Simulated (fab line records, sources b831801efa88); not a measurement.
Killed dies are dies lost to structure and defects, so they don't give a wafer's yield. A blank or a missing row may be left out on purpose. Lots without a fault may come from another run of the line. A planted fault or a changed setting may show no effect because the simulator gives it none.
Problem report in the 8D (eight disciplines) form, filled by code | flow sky130 | the parts of the form that need people (team, actions taken, sign-off) are left out

1. THE PROBLEM
bias_w at SKY_METAL4_METAL_ETCH_18 reads a mean of 45.23 W on 6 wafers of 2 lots; wafers without a fault read 48.53 W with a standard deviation of 0.15. That is -22 standard deviations from the usual mean.
The step: etches the open film in Cl2/BCl3, stops on SiO2, target depth 845 nm, time 183.1 s.
First seen on wafer L627.1, day 42 11:50, on rie_metal-01. The record holds 18 wafers of 6 lots with a number at this step. Rule for "out", or "out of limits": more than 4 standard deviations from the usual mean. The other wafers with a number count as sound.

2. WHAT IT IS AND WHAT IT IS NOT
question                    | is                     | is not
which readings at this step | bias_w                 | drypump_motor_current_A, oes_product_au, throttle_valve_pct
which lots                  | L627, L629             | L630, L643, L644, L646
which wafers of those lots  | all that have a number | -
read on which tools         | rie_metal-01           | rie_metal-03, rie_metal-04
when                        | from day 42 11:50      | up to then (0 sound wafers); but 12 sound wafers of L630, L643, L644, L646 came after

3. SUSPECTS, AND WHAT RULES EACH OUT
Counting: a tool at a process step up to the reading stays a suspect if it ran every lot that is out and no sound lot after the first of them.
- rie_metal-01 at SKY_METAL4_METAL_ETCH_18 (etches the open film in Cl2/BCl3, stops on SiO2, target depth 845 nm, time 183.1 s): ruled out as a lasting fault. Sound lots L646 ran on it after its first lot that is out, L627 (day 42 11:50).
Left after counting: nothing in the record.

4. THE CAUSE (what the simulator had put in)
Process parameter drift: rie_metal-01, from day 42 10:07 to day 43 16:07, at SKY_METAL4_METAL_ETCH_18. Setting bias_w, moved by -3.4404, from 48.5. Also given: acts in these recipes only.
Counting ruled it out, wrongly.

5. THE CHAIN OF EFFECTS, in route order
Each row: a reading whose mean over the struck wafers that have a number lies more than 3 standard deviations from the usual. Only readings for which the record gives a usual standard deviation are gone through. hours: the time from each lot's start at the first step in this table that gives one to its start at this step, as a median over the lots. sigmas: the change in usual standard deviations.
hours | step                     | reading | usual   | on struck wafers | change | sigmas
0     | SKY_METAL4_METAL_ETCH_18 | bias_w  | 48.53 W | 45.23            | -3.30  | -22
The process steps in it:
- SKY_METAL4_METAL_ETCH_18: etches the open film in Cl2/BCl3, stops on SiO2, target depth 845 nm, time 183.1 s.

6. WHAT WOULD HAVE CAUGHT IT SOONER
In this record the first reading out of limits was taken at day 42 11:50, 2 hours after the fault began at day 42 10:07.
